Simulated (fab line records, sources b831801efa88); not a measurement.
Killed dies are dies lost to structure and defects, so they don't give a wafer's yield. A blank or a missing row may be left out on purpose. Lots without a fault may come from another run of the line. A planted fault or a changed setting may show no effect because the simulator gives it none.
A struck lot beside a sound one | flow gf180mcu | 17 steps out of a route of 602
Sound: wafers L103.2, L103.3, L103.5. Struck: wafers L110.1, L110.3, L110.4. The cause comes at the end.
At each step with rows: each side's tool, then ch and its chambers, then its first start. Under that, the readings that differ: sound wafers | struck wafers | difference of the means | sigmas: that difference in standard deviations of wafers without a fault.
alike: readings whose means differ by less than 2 such deviations, and words and numbers that are the same on both sides. not compared: withheld readings, readings that some wafer has no value for, bounds like >300 that may hide the same value, and numbers for which the record gives no deviation and whose values overlap.
The two part at a step that has a row with sigmas, a row that says differs or no value, or rows on one side only. Numbers that don't overlap but have no deviation are shown without sigmas and don't part them. A reading that every wafer of one side lacks parts them only if that side has two wafers or more.

first, 1 step without rows for these wafers: GF_V2_ETCH_17 (etches SiO2 in C4F8/O2/Ar, stops on TiN, target depth 630 nm).
GF_V2_STRIP_18: strips in O2/N2.
  sound on plasma_asher-03 ch 0,1, day 23 14:32; struck on plasma_asher-03 ch 0,1, day 25 22:32
  alike: drypump_motor_current_A, heater_power_w, oes_product_au
  not compared: rf_hours_counter_h
then, 2 steps without rows for these wafers: GF_V2_STRIP_19 (strips in post etch residue remover, time 1200 s); GF_V2_CLEAN_20 (cleans in DIW).
GF_V2_SPUTTER_21: material Ti, target thk 15 nm, time 80.02 s.
  sound on pvd_sputter-03, day 23 15:09; struck on pvd_sputter-03, day 25 23:07
  alike: throttle_valve_pct
then, 2 steps without rows for these wafers: GF_V2_SPUTTER_22 (material TiN, target thk 10 nm, time 40 s); GF_V2_CVD_23 (deposits W, target thk 350 nm, time 104.94 s).
GF_V2_RS_MEAS_24: measures by four-point-probe.
  sound on film_metro-03, day 23 15:24; struck on film_metro-01, day 25 23:20
  alike: V2_W_RS
GF_V2_THK_MEAS_25: measures by xrf.
  sound on film_metro-03, day 23 15:31; struck on film_metro-01, day 25 23:27
  alike: V2_W_THK
GF_V2_CMP_26: polishes, stops on SiO2, t overpolish 15 s, target thk 0 nm.
  sound on cmp-02 ch 1,2,3, day 23 15:37; struck on cmp-02 ch 0,1,3, day 25 23:31
  alike: motor_current_A, overpolish_run_s, retaining_ring_pressure_frac, time_to_endpoint_s
GF_M3_SPUTTER_00: material Ti, target thk 37.5 nm, time 150 s.
  sound on pvd_sputter-01, day 23 15:52; struck on pvd_sputter-01, day 25 23:49
  alike: throttle_valve_pct
then, 1 step without rows for these wafers: GF_M3_SPUTTER_01 (material TiN, target thk 30 nm, time 25 s).
GF_M3_SPUTTER_02: material AlCu, target thk 450 nm, time 23.9 s.
  sound on pvd_sputter-01, day 23 15:59; struck on pvd_sputter-01, day 25 23:56
  reading                                 | sound           | struck            | difference | sigmas
  model.AlCu_of_M3_SPUTTER_02.thk_nm (nm) | 449 446.1 447.7 | 862.1 857.5 863.7 | +413.5     |
  alike: throttle_valve_pct
GF_M3_SPUTTER_03: material Ti, target thk 10 nm, time 6.7 s.
  sound on pvd_sputter-01, day 23 16:01; struck on pvd_sputter-01, day 25 23:58
  alike: throttle_valve_pct
then, 1 step without rows for these wafers: GF_M3_SPUTTER_04 (material TiN, target thk 50 nm, time 41.7 s).
GF_M3_RS_MEAS_05: measures by four-point-probe.
  sound on film_metro-02, day 23 16:06; struck on film_metro-01, day 26 00:19
  reading             | sound                | struck               | difference | sigmas
  M3_ALCU_RS (ohm/sq) | 0.0698 0.0701 0.0698 | 0.0361 0.0363 0.0361 | -0.0337    | -44
  not compared: hold
GF_PASSIVATION_PROBE_99:
  the record has rows for the sound wafers here (prober-02, day 31 17:30) and none for the struck ones

WHERE THEY PART
First at GF_M3_RS_MEAS_05; last, within this record, at GF_PASSIVATION_PROBE_99.

WHY: what the simulator had put in
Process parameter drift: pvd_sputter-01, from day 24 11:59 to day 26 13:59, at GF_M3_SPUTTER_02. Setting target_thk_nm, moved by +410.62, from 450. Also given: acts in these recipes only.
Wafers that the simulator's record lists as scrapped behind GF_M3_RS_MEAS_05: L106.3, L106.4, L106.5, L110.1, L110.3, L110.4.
